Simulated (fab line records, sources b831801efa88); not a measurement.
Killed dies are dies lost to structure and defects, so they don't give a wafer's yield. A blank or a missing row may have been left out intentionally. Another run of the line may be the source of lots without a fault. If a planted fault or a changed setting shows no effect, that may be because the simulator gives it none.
fab line records | flow sky130
[record] lots = 6 | wafers = 18 | last_day = 50
route steps=708 shown VIA1@471 METAL2@483 PAD_OPEN@708
lots that met no fault: taken from a fault-free run of the same line
start_h: hours from the record's first day to the start of the lot's first wafer shown | wait_h: hours elapsed since this lot's preceding step | " as in the row above | L1.1+2: several wafers, shown together as one row | - no value, or no start given | * or withheld: withheld | < > ~ a bound
route shown NAME@n: a module of which the file shows steps, and the number in the route of the first | usual: the fault-free wafers' mean and standard deviation | same: alike in all rows | chamber/n: place in a boat | sites: the reading at each site | _std_site: standard deviation of those values | _edge_site: the outer-site mean with the inner-site mean subtracted | radius_mm: for every site, how far away it sits from the centre of the wafer | mask NAME#n: copy n | behind: the most recent tool/chamber to have shaped the wafer | hold: why the lot went on hold/how many hours it stayed there/how the hold came to an end | device: whichever transistor did not switch (one of n, p or np) | end of line: the tests these same wafers got at the end of their route | a step with no rows: only its recipe | killed: count of dies lost to structure and defects at first sort (not the wafer's yield) | map: a wafer's dies, x killed, . not, _ none there
set.NAME: the setting that was run; set.NAME@STEP: the one run at that earlier step | model.NAME: the simulator's own value behind a step, which no gauge read
lots at some steps of the route; a table a step, a row a wafer
services: when a tool's chamber went out of use (start_h, in hours from the record's first day, below 0 if earlier), for how many hours, and the reason
[[steps]]
[step SKY_VIA1_OVL_MEAS_13]
[usual] VIA1_OVL = -1/5.6
lot.wafer | tool       | chamber | start_h | wait_h | VIA1_OVL[nm]
L221.1    | overlay-01 | -       | 799.30  | 0.1    | -8
L221.3    | "          | -       | "       | "      | -2
L221.6    | "          | -       | "       | "      | -5
L223.2    | overlay-01 | -       | 813.07  | 0.1    | 5
L223.3    | "          | -       | "       | "      | -9
L223.6    | "          | -       | "       | "      | -3
L234.1    | overlay-01 | -       | 895.45  | 0.1    | -6
L234.3    | "          | -       | "       | "      | -7
L234.4    | "          | -       | "       | "      | -12
L235.1    | overlay-01 | -       | 908.15  | 0.1    | 5
L235.3    | "          | -       | "       | "      | 1
L235.4    | "          | -       | "       | "      | -2
L236.3    | overlay-02 | -       | 908.78  | 0.1    | -5
L236.4    | "          | -       | "       | "      | 5
L236.6    | "          | -       | "       | "      | -5
L243.1    | overlay-02 | -       | 956.92  | 0.1    | 2
L243.2    | "          | -       | "       | "      | 0
L243.6    | "          | -       | "       | "      | 0
[step SKY_VIA1_ETCH_14]
[recipe] chemistry = N2/H2 | target = BARC | ion_energy_ev = 200 | source_w = 500 | bias_w = 100 | pressure_mtorr = 30 | n2_flow_sccm = 100 | h2_flow_sccm = 200 | stop_on = SiO2 | time_s = 45.9 | target_depth_a = 600
[usual] drypump_motor_current_A = 5.7/0.54 | oes_product_au = 0.855/0.0048 | throttle_valve_pct = 13.225/0.0089
lot.wafer | tool        | chamber | start_h | wait_h | drypump_motor_current_A | oes_product_au | rf_hours_counter_h | throttle_valve_pct
L221.1    | rie_diel-03 | 1       | 799.34  | 0.0    | 5.4                     | 0.862          | 13                 | 13.205
L221.3    | "           | 3       | "       | "      | 6.2                     | 0.853          | 7                  | 13.232
L221.6    | "           | 0       | "       | "      | 5.1                     | 0.854          | -                  | 13.240
L223.2    | rie_diel-03 | 2       | 813.10  | 0.0    | 6.5                     | 0.846          | 13                 | 13.223
L223.3    | "           | 0       | "       | "      | 5.0                     | 0.854          | 22                 | 13.222
L223.6    | "           | 3       | "       | "      | 6.2                     | 0.841          | -                  | 13.217
L234.1    | rie_diel-03 | 0       | 895.49  | 0.0    | 5.1                     | 0.852          | 24                 | 13.222
L234.3    | "           | 3       | "       | "      | 6.2                     | 0.855          | 9                  | 13.234
L234.4    | "           | 1       | "       | "      | 5.5                     | 0.857          | 16                 | 13.229
L235.1    | rie_diel-03 | 1       | 908.19  | 0.0    | 5.5                     | 0.863          | 16                 | 13.222
L235.3    | "           | 3       | "       | "      | 6.3                     | 0.861          | 10                 | 13.241
L235.4    | "           | 0       | "       | "      | 5.0                     | 0.864          | 25                 | 13.232
L236.3    | rie_diel-04 | 2       | 908.80  | 0.0    | 6.3                     | 0.848          | 8                  | 13.219
L236.4    | "           | 1       | "       | "      | 5.7                     | 0.847          | 3                  | 13.229
L236.6    | "           | 1       | "       | "      | 5.7                     | 0.855          | -                  | 13.219
L243.1    | rie_diel-02 | 3       | 956.95  | 0.0    | 5.1                     | 0.858          | 21                 | 13.220
L243.2    | "           | 0       | "       | "      | 5.9                     | 0.854          | 20                 | 13.218
L243.6    | "           | 0       | "       | "      | 5.9                     | 0.859          | -                  | 13.227
[step SKY_VIA1_ETCH_15]
[recipe] target = SiO2 | chemistry = C4F8/O2/Ar | target_depth_nm = 351 | stop_on = TiN | mask_material = KrF-thick | source_w = 1500 | bias_w = 1200 | pressure_mtorr = 40 | c4f8_flow_sccm = withheld | O2_flow_sccm = 6 | Ar_flow_sccm = 300 | time_s = 54
[step SKY_VIA1_STRIP_16]
[recipe] chemistry = O2/N2 | power_w = 1400 | pressure_mtorr = 1500 | platen_temp_c = withheld | o2_flow_sccm = 3000 | n2_flow_sccm = 300 | overash_fraction = 0.5
[usual] drypump_motor_current_A = 5.8/0.45 | oes_product_au = 0.414/0.0051 | strip_time_to_endpoint_s = 4.441/0.025
lot.wafer | tool            | chamber | start_h | wait_h | drypump_motor_current_A | oes_product_au | rf_hours_counter_h | strip_time_to_endpoint_s
L221.1    | plasma_asher-01 | 0       | 799.43  | 0.0    | 6.0                     | 0.419          | 70                 | 4.441
L221.3    | "               | 0       | "       | "      | 5.9                     | 0.425          | -                  | 4.438
L221.6    | "               | 1       | "       | "      | 5.4                     | 0.414          | -                  | 4.431
L223.2    | plasma_asher-03 | 1       | 813.19  | 0.0    | 6.0                     | 0.422          | 102                | 4.450
L223.3    | "               | 0       | "       | "      | 6.1                     | 0.404          | -                  | 4.466
L223.6    | "               | 0       | "       | "      | 6.1                     | 0.419          | -                  | 4.445
L234.1    | plasma_asher-03 | 0       | 895.58  | 0.0    | 6.1                     | 0.416          | 113                | 4.447
L234.3    | "               | 1       | "       | "      | 6.0                     | 0.411          | -                  | 4.431
L234.4    | "               | 0       | "       | "      | 6.1                     | 0.407          | -                  | 4.450
L235.1    | plasma_asher-04 | 1       | 908.28  | 0.0    | 6.1                     | 0.407          | 18                 | 4.440
L235.3    | "               | 1       | "       | "      | 6.1                     | 0.415          | -                  | 4.442
L235.4    | "               | 0       | "       | "      | 4.8                     | 0.409          | -                  | 4.453
L236.3    | plasma_asher-01 | 0       | 908.92  | 0.1    | 5.9                     | 0.419          | -                  | 4.415
L236.4    | "               | 1       | "       | "      | 5.4                     | 0.408          | -                  | 4.420
L236.6    | "               | 0       | "       | "      | 5.9                     | 0.416          | -                  | 4.444
L243.1    | plasma_asher-04 | 1       | 957.04  | 0.0    | 6.1                     | 0.415          | 23                 | 4.487
L243.2    | "               | 0       | "       | "      | 4.8                     | 0.423          | 23                 | 4.486
L243.6    | "               | 0       | "       | "      | 4.8                     | 0.423          | -                  | 4.483
[step SKY_VIA1_STRIP_17]
[recipe] chemistry = post_etch_residue_remover | time_s = 1200 | temp_c = 72.5
[step SKY_VIA1_CLEAN_18]
[recipe] chemistry = IPA | time_s = 180 | temp_c = 25
[step SKY_VIA1_CLEAN_19]
[recipe] chemistry = O3/DIW | dry = n2_spin
[step SKY_VIA1_SPUTTER_20]
[recipe] material = TiN | target_thk_nm = 20 | chamber_pressure_pa = 5 | power_w = 4000 | time_s = 80
[step SKY_VIA1_CVD_21]
[recipe] material = W | target_thk_nm = 270 | time_s = 80.902 | temp_c = 400 | pressure_torr = 40
[usual] chamber_pressure_Torr = 40.00/0.08 | heater_power_w = 825/99
lot.wafer | tool     | chamber | start_h | wait_h | chamber_pressure_Torr | heater_power_w | since_wet_clean_h
L221.1    | cvd_w-01 | 1       | 800.08  | 0.0    | 40.01                 | 813            | 896
L221.3    | "        | 1       | "       | "      | 39.91                 | 795            | -
L221.6    | "        | 0       | "       | "      | 39.96                 | 687            | -
L223.2    | cvd_w-02 | 0       | 813.84  | 0.0    | 40.04                 | 746            | 410
L223.3    | "        | 0       | "       | "      | 39.97                 | 744            | -
L223.6    | "        | 1       | "       | "      | 40.07                 | 946            | -
L234.1    | cvd_w-02 | 0       | 896.27  | 0.0    | 39.90                 | 762            | 492
L234.3    | "        | 0       | "       | "      | 40.00                 | 755            | -
L234.4    | "        | 1       | "       | "      | 39.95                 | 938            | -
L235.1    | cvd_w-02 | 1       | 909.01  | 0.0    | 40.07                 | 930            | 505
L235.3    | "        | 0       | "       | "      | 39.93                 | 765            | -
L235.4    | "        | 1       | "       | "      | 40.08                 | 924            | -
L236.3    | cvd_w-02 | 0       | 909.62  | 0.1    | 40.16                 | 759            | -
L236.4    | "        | 1       | "       | "      | 40.01                 | 942            | -
L236.6    | "        | 1       | "       | "      | 40.14                 | 937            | -
L243.1    | cvd_w-02 | 0       | 957.73  | 0.0    | 39.97                 | 738            | 554
L243.2    | "        | 1       | "       | "      | 40.00                 | 950            | 554
L243.6    | "        | 0       | "       | "      | 39.92                 | 769            | -
[step SKY_VIA1_RS_MEAS_22]
[recipe] thk_meas_gauge = four-point-probe | reads = W_of_VIA1_CVD_21+TiN_of_VIA1_SPUTTER_20
[usual] VIA1_W_RS = 0.426/0.0099
lot.wafer | tool          | chamber | start_h | wait_h | VIA1_W_RS[ohm/sq]
L221.1    | film_metro-02 | -       | 800.17  | 0.1    | 0.434
L221.3    | "             | -       | "       | "      | 0.434
L221.6    | "             | -       | "       | "      | 0.435
L223.2    | film_metro-01 | -       | 813.96  | 0.1    | 0.412
L223.3    | "             | -       | "       | "      | 0.413
L223.6    | "             | -       | "       | "      | 0.431
L234.1    | film_metro-04 | -       | 896.37  | 0.1    | 0.412
L234.3    | "             | -       | "       | "      | 0.412
L234.4    | "             | -       | "       | "      | 0.432
L235.1    | film_metro-02 | -       | 909.11  | 0.1    | 0.430
L235.3    | "             | -       | "       | "      | 0.414
L235.4    | "             | -       | "       | "      | 0.431
L236.3    | film_metro-02 | -       | 909.72  | 0.1    | 0.417
L236.4    | "             | -       | "       | "      | 0.432
L236.6    | "             | -       | "       | "      | 0.432
L243.1    | film_metro-02 | -       | 957.82  | 0.1    | 0.418
L243.2    | "             | -       | "       | "      | 0.436
L243.6    | "             | -       | "       | "      | 0.417
[step SKY_VIA1_THK_MEAS_23]
[recipe] thk_meas_gauge = xrf | reads = W_of_VIA1_CVD_21
[usual] VIA1_W_THK = 271/7.1
lot.wafer | tool          | chamber | start_h | wait_h | VIA1_W_THK[nm]
L221.1    | film_metro-02 | -       | 800.29  | 0.1    | 267
L221.3    | "             | -       | "       | "      | 268
L221.6    | "             | -       | "       | "      | 268
L223.2    | film_metro-01 | -       | 814.07  | 0.1    | 279
L223.3    | "             | -       | "       | "      | 279
L223.6    | "             | -       | "       | "      | 267
L234.1    | film_metro-04 | -       | 896.49  | 0.1    | 276
L234.3    | "             | -       | "       | "      | 274
L234.4    | "             | -       | "       | "      | 263
L235.1    | film_metro-02 | -       | 909.23  | 0.1    | 272
L235.3    | "             | -       | "       | "      | 283
L235.4    | "             | -       | "       | "      | 273
L236.3    | film_metro-02 | -       | 909.82  | 0.1    | 281
L236.4    | "             | -       | "       | "      | 270
L236.6    | "             | -       | "       | "      | 270
L243.1    | film_metro-02 | -       | 957.94  | 0.1    | 278
L243.2    | "             | -       | "       | "      | 268
L243.6    | "             | -       | "       | "      | 280
[step SKY_VIA1_CMP_24]
[recipe] stop_on = SiO2 | t_overpolish_s = 15 | down_force_psi = 3.5 | platen_rpm = 60 | target_thk_nm = 0 | pad_velocity_m_s = 0.94248
[usual] motor_current_A = 11.3/1.1 | overpolish_run_s = 15.001/0.0098 | time_to_endpoint_s = 65/3.9
lot.wafer | tool   | chamber | start_h | wait_h | motor_current_A | overpolish_run_s | time_to_endpoint_s
L221.3    | cmp-01 | 2       | 800.35  | 0.0    | 11.7            | 14.982           | 66
L221.1    | "      | 1       | "       | "      | 10.8            | 14.996           | 62
L221.6    | "      | 2       | "       | "      | 11.8            | 14.990           | 65
L223.2    | cmp-01 | 1       | 814.12  | 0.0    | 10.7            | 14.995           | 66
L223.3    | "      | 3       | "       | "      | 13.2            | 15.016           | 66
L223.6    | "      | 2       | "       | "      | 11.5            | 15.000           | 68
L234.4    | cmp-01 | 1       | 896.55  | 0.0    | 10.4            | 15.008           | 63
L234.3    | "      | 3       | "       | "      | 13.0            | 14.991           | 64
L234.1    | "      | 0       | "       | "      | 10.2            | 15.012           | 71
L235.1    | cmp-02 | 3       | 909.29  | 0.1    | 11.0            | 14.999           | 63
L235.3    | "      | 1       | "       | "      | 11.5            | 15.011           | 66
L235.4    | "      | 2       | "       | "      | 12.4            | 15.004           | 63
L236.3    | cmp-02 | 0       | 909.91  | 0.1    | 9.7             | 14.999           | 62
L236.4    | "      | 1       | "       | "      | 11.8            | 14.982           | 65
L236.6    | "      | 0       | "       | "      | 9.6             | 14.998           | 60
L243.2    | cmp-02 | 2       | 958.10  | 0.1    | 12.5            | 14.998           | 67
L243.1    | "      | 3       | "       | "      | 10.9            | 15.001           | 65
L243.6    | "      | 1       | "       | "      | 12.0            | 14.989           | 69
[step SKY_METAL2_SPUTTER_00]
[recipe] material = Ti | target_thk_nm = 15 | power_w = 3000 | time_s = 10 | chamber_pressure_pa = 0.4
[usual] throttle_valve_pct = 29.5/0.91
lot.wafer | tool           | chamber | start_h | wait_h | throttle_valve_pct | model.Ti_of_METAL2_SPUTTER_00.thk_nm
L221.1    | pvd_sputter-01 | -       | 800.65  | 0.1    | 29.4               | 14.58
L221.3    | "              | -       | "       | "      | 31.1               | 14.7
L221.6    | "              | -       | "       | "      | 28.9               | 14.75
L223.2    | pvd_sputter-03 | -       | 814.42  | 0.2    | 29.0               | 15.05
L223.3    | "              | -       | "       | "      | 28.6               | 14.77
L223.6    | "              | -       | "       | "      | 28.7               | 14.96
L234.1    | pvd_sputter-01 | -       | 896.85  | 0.1    | 30.8               | 21.21
L234.3    | "              | -       | "       | "      | 29.2               | 15.04
L234.4    | "              | -       | "       | "      | 28.9               | 21.36
L235.1    | pvd_sputter-03 | -       | 909.59  | 0.2    | 28.5               | 15.02
L235.3    | "              | -       | "       | "      | 28.9               | 15.05
L235.4    | "              | -       | "       | "      | 30.8               | 15.19
L236.3    | pvd_sputter-01 | -       | 910.16  | 0.2    | 30.8               | 15.42
L236.4    | "              | -       | "       | "      | 29.5               | 21.08
L236.6    | "              | -       | "       | "      | 29.0               | 15.33
L243.1    | pvd_sputter-03 | -       | 958.30  | 0.1    | 28.9               | 14.88
L243.2    | "              | -       | "       | "      | 28.2               | 14.83
L243.6    | "              | -       | "       | "      | 29.1               | 14.69
[step SKY_METAL2_SPUTTER_01]
[recipe] material = TiN | target_thk_nm = 20 | power_w = 6500 | time_s = 16.7 | chamber_pressure_pa = 0.4
[usual] throttle_valve_pct = 29.5/0.91
lot.wafer | tool           | chamber | start_h | wait_h | throttle_valve_pct
L221.1    | pvd_sputter-01 | -       | 800.67  | 0.0    | 29.3
L221.3    | "              | -       | "       | "      | 31.0
L221.6    | "              | -       | "       | "      | 29.0
L223.2    | pvd_sputter-03 | -       | 814.44  | 0.0    | 29.0
L223.3    | "              | -       | "       | "      | 28.8
L223.6    | "              | -       | "       | "      | 28.7
L234.1    | pvd_sputter-01 | -       | 896.87  | 0.0    | 31.1
L234.3    | "              | -       | "       | "      | 29.3
L234.4    | "              | -       | "       | "      | 29.0
L235.1    | pvd_sputter-03 | -       | 909.61  | 0.0    | 28.2
L235.3    | "              | -       | "       | "      | 28.8
L235.4    | "              | -       | "       | "      | 30.8
L236.3    | pvd_sputter-01 | -       | 910.18  | 0.0    | 31.3
L236.4    | "              | -       | "       | "      | 29.2
L236.6    | "              | -       | "       | "      | 29.2
L243.1    | pvd_sputter-03 | -       | 958.32  | 0.0    | 29.0
L243.2    | "              | -       | "       | "      | 28.0
L243.6    | "              | -       | "       | "      | 29.1
[step SKY_PAD_OPEN_PROBE_99]
[usual] defect_limited_yield = 82.7/2 | killed_at_M0_to_M3 = 42/6.7 | killed_at_M4_up = 3.3/2.1 | killed_at_contacts = 24/5.1 | killed_at_front_end = 15/4.6 | killed_at_other = 0.3/0.58 | killed_dies = 85/9.9 | killed_open = 46/6.9 | killed_short = 38/7 | sort_bin_3_pad_short = 0.9/0.43 | sort_bin_5_function = 10.1/1.4 | sort_bin_6_memory = 6.4/1.2 | sort_n_pass = 407/9.9 | sort_yield_pct = 82.7/2
[same] gross_dies = 492 | killed_at_back_side = 0 | sort_bin_4_leakage[%] = 0 | sort_bin_8_speed[%] = 0
lot.wafer | tool      | chamber | start_h | wait_h | defect_limited_yield[%] | killed_at_M0_to_M3 | killed_at_M4_up | killed_at_contacts | killed_at_front_end | killed_at_other | killed_dies | killed_open | killed_short | sort_bin_3_pad_short[%] | sort_bin_5_function[%] | sort_bin_6_memory[%] | sort_n_pass | sort_yield_pct[%]
L221.1    | prober-01 | -       | 1085.15 | 0.1    | 81.9                    | 48                 | 7               | 26                 | 8                   | 0               | 89          | 50          | 38           | 1.2                     | 10.6                   | 6.3                  | 403         | 81.9
L221.3    | prober-01 | -       | 1085.25 | 0.2    | 83.3                    | 42                 | 6               | 21                 | 13                  | 0               | 82          | 46          | 36           | 1.2                     | 9.3                    | 6.1                  | 410         | 83.3
L221.6    | prober-01 | -       | 1085.40 | 0.2    | 81.5                    | 49                 | 1               | 29                 | 12                  | 0               | 91          | 52          | 38           | 1.2                     | 12.0                   | 5.3                  | 401         | 81.5
L223.2    | prober-01 | -       | 1096.11 | 0.1    | 82.5                    | 43                 | 2               | 25                 | 16                  | 0               | 86          | 53          | 33           | 0.4                     | 8.1                    | 8.9                  | 406         | 82.5
L223.3    | prober-01 | -       | 1096.16 | 0.2    | 79.7                    | 33                 | 1               | 36                 | 30                  | 0               | 100         | 53          | 47           | 1.0                     | 13.4                   | 5.9                  | 392         | 79.7
L223.6    | prober-01 | -       | 1096.31 | 0.2    | 80.9                    | 48                 | 5               | 26                 | 14                  | 1               | 94          | 58          | 36           | 0.8                     | 11.2                   | 7.1                  | 398         | 80.9
L234.1    | prober-02 | -       | 1156.22 | 0.1    | 82.5                    | 45                 | 3               | 21                 | 17                  | 0               | 86          | 46          | 39           | 0.8                     | 10.0                   | 6.7                  | 406         | 82.5
L234.3    | prober-02 | -       | 1156.32 | 0.2    | 82.7                    | 48                 | 4               | 22                 | 11                  | 0               | 85          | 47          | 38           | 2.2                     | 9.8                    | 5.3                  | 407         | 82.7
L234.4    | prober-02 | -       | 1156.37 | 0.2    | 81.7                    | 37                 | 4               | 35                 | 14                  | 0               | 90          | 43          | 47           | 1.0                     | 11.2                   | 6.1                  | 402         | 81.7
L235.1    | prober-01 | -       | 1164.11 | 0.1    | 82.5                    | 48                 | 4               | 18                 | 16                  | 0               | 86          | 43          | 43           | 0.8                     | 10.6                   | 6.1                  | 406         | 82.5
L235.3    | prober-01 | -       | 1164.21 | 0.2    | 83.9                    | 42                 | 1               | 22                 | 14                  | 0               | 79          | 47          | 31           | 0.8                     | 9.6                    | 5.7                  | 413         | 83.9
L235.4    | prober-01 | -       | 1164.26 | 0.2    | 82.1                    | 49                 | 1               | 22                 | 15                  | 1               | 88          | 61          | 27           | 0.8                     | 10.8                   | 6.3                  | 404         | 82.1
L236.3    | prober-02 | -       | 1167.07 | 0.2    | 84.6                    | 37                 | 5               | 24                 | 8                   | 2               | 76          | 36          | 40           | 0.6                     | 8.7                    | 6.1                  | 416         | 84.6
L236.4    | prober-02 | -       | 1167.12 | 0.2    | 82.1                    | 46                 | 6               | 15                 | 21                  | 0               | 88          | 48          | 39           | 1.0                     | 9.6                    | 7.3                  | 404         | 82.1
L236.6    | prober-02 | -       | 1167.22 | 0.2    | 79.7                    | 46                 | 3               | 24                 | 27                  | 0               | 100         | 54          | 45           | 0.8                     | 11.0                   | 8.5                  | 392         | 79.7
L243.1    | prober-01 | -       | 1200.97 | 0.1    | 81.9                    | 41                 | 3               | 20                 | 24                  | 1               | 89          | 40          | 49           | 0.2                     | 11.8                   | 6.1                  | 403         | 81.9
L243.2    | prober-01 | -       | 1201.02 | 0.1    | 81.3                    | 48                 | 2               | 22                 | 20                  | 0               | 92          | 46          | 44           | 0.6                     | 9.3                    | 8.7                  | 400         | 81.3
L243.6    | prober-01 | -       | 1201.22 | 0.2    | 84.6                    | 35                 | 5               | 22                 | 14                  | 0               | 76          | 36          | 40           | 0.8                     | 10.6                   | 4.1                  | 416         | 84.6
// killed by level:class
L221.1 VIA1:geometric_particle:open=16 CONTACT:geometric_particle:open=13 VIA1:geometric_particle:short=7 METAL2:geometric_particle:short=7 VIA2:geometric_particle:open=6 LI_CONTACT:geometric_particle:open=5 CONTACT:geometric_particle:short=4 POLY_GATE:geometric_particle:short=3
L221.3 VIA1:geometric_particle:open=12 CONTACT:geometric_particle:open=9 VIA2:geometric_particle:open=6 METAL1:geometric_particle:short=6 POLY_GATE:geometric_particle:open=5 POLY_GATE:geometric_particle:short=4 LI_CONTACT:geometric_particle:open=4 LOCAL_INTERCONNECT:geometric_particle:short=4
L221.6 VIA2:geometric_particle:open=10 CONTACT:geometric_particle:open=10 VIA1:geometric_particle:open=10 LI_CONTACT:geometric_particle:open=8 METAL2:geometric_particle:short=5 VIA2:geometric_particle:short=5 FIELD_ISO:geometric_particle:open=4 LI_CONTACT:geometric_particle:short=4
L223.2 VIA3:geometric_particle:open=12 VIA1:geometric_particle:open=9 CONTACT:geometric_particle:open=8 LI_CONTACT:geometric_particle:open=7 FIELD_ISO:geometric_particle:open=4 POLY_GATE:geometric_particle:open=4 METAL2:geometric_particle:short=4 CONTACT:geometric_particle:short=4
L223.3 CONTACT:geometric_particle:open=13 VIA3:geometric_particle:open=8 FIELD_ISO:geometric_particle:short=7 FIELD_ISO:geometric_particle:open=7 LOCAL_INTERCONNECT:geometric_particle:short=6 CONTACT:geometric_particle:short=6 METAL2:geometric_particle:short=6 LI_CONTACT:geometric_particle:open=5
L223.6 VIA1:geometric_particle:open=14 VIA3:geometric_particle:open=8 LI_CONTACT:geometric_particle:open=7 VIA2:geometric_particle:open=6 CONTACT:geometric_particle:open=6 LI_CONTACT:geometric_particle:short=5 METAL2:geometric_particle:short=5 METAL4:geometric_particle:short=5
L234.1 VIA1:geometric_particle:open=13 CONTACT:geometric_particle:open=11 VIA1:geometric_particle:short=8 FIELD_ISO:geometric_particle:open=5 FIELD_ISO:geometric_particle:short=5 METAL1:geometric_particle:short=5 LI_CONTACT:geometric_particle:open=4 VIA2:geometric_particle:open=4
L234.3 VIA1:geometric_particle:open=9 LI_CONTACT:geometric_particle:open=8 CONTACT:geometric_particle:short=7 VIA2:geometric_particle:open=7 VIA3:geometric_particle:open=6 CONTACT:geometric_particle:open=5 VIA1:geometric_particle:short=4 METAL2:geometric_particle:short=4
L234.4 CONTACT:geometric_particle:open=10 CONTACT:geometric_particle:short=9 VIA2:geometric_particle:open=7 VIA1:geometric_particle:short=7 FIELD_ISO:geometric_particle:open=6 LOCAL_INTERCONNECT:geometric_particle:short=6 VIA1:geometric_particle:open=6 METAL2:geometric_particle:short=6
L235.1 VIA1:geometric_particle:open=13 METAL1:geometric_particle:short=11 LI_CONTACT:geometric_particle:open=7 LOCAL_INTERCONNECT:geometric_particle:short=6 VIA3:geometric_particle:open=6 FIELD_ISO:geometric_particle:short=5 POLY_GATE:geometric_particle:short=4 METAL3:geometric_particle:short=4
L235.3 LI_CONTACT:geometric_particle:open=10 METAL2:geometric_particle:short=7 VIA3:geometric_particle:open=6 VIA1:geometric_particle:open=6 CONTACT:geometric_particle:open=6 VIA1:geometric_particle:short=6 POLY_GATE:geometric_particle:open=5 METAL1:geometric_particle:short=5
L235.4 VIA1:geometric_particle:open=25 VIA2:geometric_particle:open=8 LI_CONTACT:geometric_particle:open=6 CONTACT:geometric_particle:open=6 CONTACT:geometric_particle:short=5 VIA1:geometric_particle:short=5 VIA3:geometric_particle:open=5 POLY_GATE:geometric_particle:open=4
L236.3 VIA3:geometric_particle:open=8 LI_CONTACT:geometric_particle:short=7 LI_CONTACT:geometric_particle:open=7 METAL1:geometric_particle:short=7 METAL2:geometric_particle:short=5 CONTACT:geometric_particle:open=5 VIA1:geometric_particle:open=4 METAL4:geometric_particle:short=4
L236.4 VIA1:geometric_particle:open=13 VIA2:geometric_particle:open=7 METAL2:geometric_particle:short=7 CONTACT:geometric_particle:open=6 POLY_GATE:geometric_particle:open=5 METAL4:geometric_particle:short=5 VIA3:geometric_particle:open=5 POLY_GATE:geometric_particle:short=4
L236.6 VIA1:geometric_particle:open=12 POLY_GATE:geometric_particle:open=9 CONTACT:geometric_particle:open=9 POLY_GATE:geometric_particle:short=7 LI_CONTACT:geometric_particle:open=7 VIA2:geometric_particle:short=6 LOCAL_INTERCONNECT:geometric_particle:short=5 VIA3:geometric_particle:short=5
L243.1 POLY_GATE:geometric_particle:short=10 VIA3:geometric_particle:open=10 VIA1:geometric_particle:open=9 CONTACT:geometric_particle:open=6 LI_CONTACT:geometric_particle:short=5 LOCAL_INTERCONNECT:geometric_particle:short=5 VIA3:geometric_particle:short=5 POLY_GATE:geometric_particle:open=4
L243.2 CONTACT:geometric_particle:open=11 METAL1:geometric_particle:short=9 VIA1:geometric_particle:open=8 VIA3:geometric_particle:open=7 VIA1:geometric_particle:short=6 POLY_GATE:geometric_particle:open=5 POLY_GATE:geometric_particle:short=5 METAL2:geometric_particle:short=5
L243.6 METAL1:geometric_particle:short=7 LOCAL_INTERCONNECT:geometric_particle:short=6 CONTACT:geometric_particle:open=6 METAL2:geometric_particle:short=6 FIELD_ISO:geometric_particle:open=4 POLY_GATE:geometric_particle:short=4 LI_CONTACT:geometric_particle:open=4 VIA1:geometric_particle:open=4
[[services]]
tool            | chamber | start_h | hours | kind
rie_diel-02     | 2       | 777.34  | 40.1  | repair
cmp-01          | -       | 777.44  | 1.5   | repair
cmp-02          | -       | 779.01  | 5.3   | pm
cvd_w-02        | -       | 783.81  | 6.9   | pm
cmp-01          | -       | 785.11  | 4.8   | pm
rie_diel-02     | 3       | 793.34  | 2.6   | repair
cmp-02          | -       | 800.21  | 2.0   | repair
cmp-01          | -       | 802.56  | 2.7   | repair
cvd_w-02        | -       | 809.24  | 2.8   | pm
pvd_sputter-03  | -       | 817.99  | 0.8   | repair
plasma_asher-01 | -       | 823.16  | 79.1  | repair
cmp-02          | -       | 829.25  | 1.9   | repair
pvd_sputter-01  | -       | 848.94  | 5.2   | repair
cvd_w-02        | 0       | 855.37  | 24.4  | repair
rie_diel-03     | 3       | 864.96  | 10.2  | repair
rie_diel-03     | 2       | 872.59  | 4.8   | repair
pvd_sputter-03  | -       | 878.04  | 2.4   | repair
rie_diel-03     | 1       | 902.04  | 4.2   | repair
plasma_asher-04 | -       | 903.98  | 1.1   | repair
cmp-02          | -       | 912.19  | 4.0   | pm
cmp-01          | -       | 916.53  | 4.3   | repair
cmp-02          | -       | 934.79  | 0.2   | repair
cmp-02          | -       | 950.44  | 1.7   | repair
cmp-01          | -       | 956.73  | 0.9   | repair
[[key]]
first_sign none at tools or gauges
[model_effect] step = SKY_METAL2_SPUTTER_00 | value = Ti_of_METAL2_SPUTTER_00.thk_nm | without = 15.18 | struck = 21.22
met_at SKY_METAL2_SPUTTER_00
struck_wafers L234.1,L234.4,L236.4
onset_between 800.65 896.85
[fault] kind = process_parameter_drift | tool = pvd_sputter-01 | chamber = - | onset_h = 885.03 | steps = SKY_METAL2_SPUTTER_00 | channel = target_thk_nm | offset = 6.0376 | shape = step | end_h = 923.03 | scope = struck_wafers_only | acts_in = these_recipes_only | stated = 15
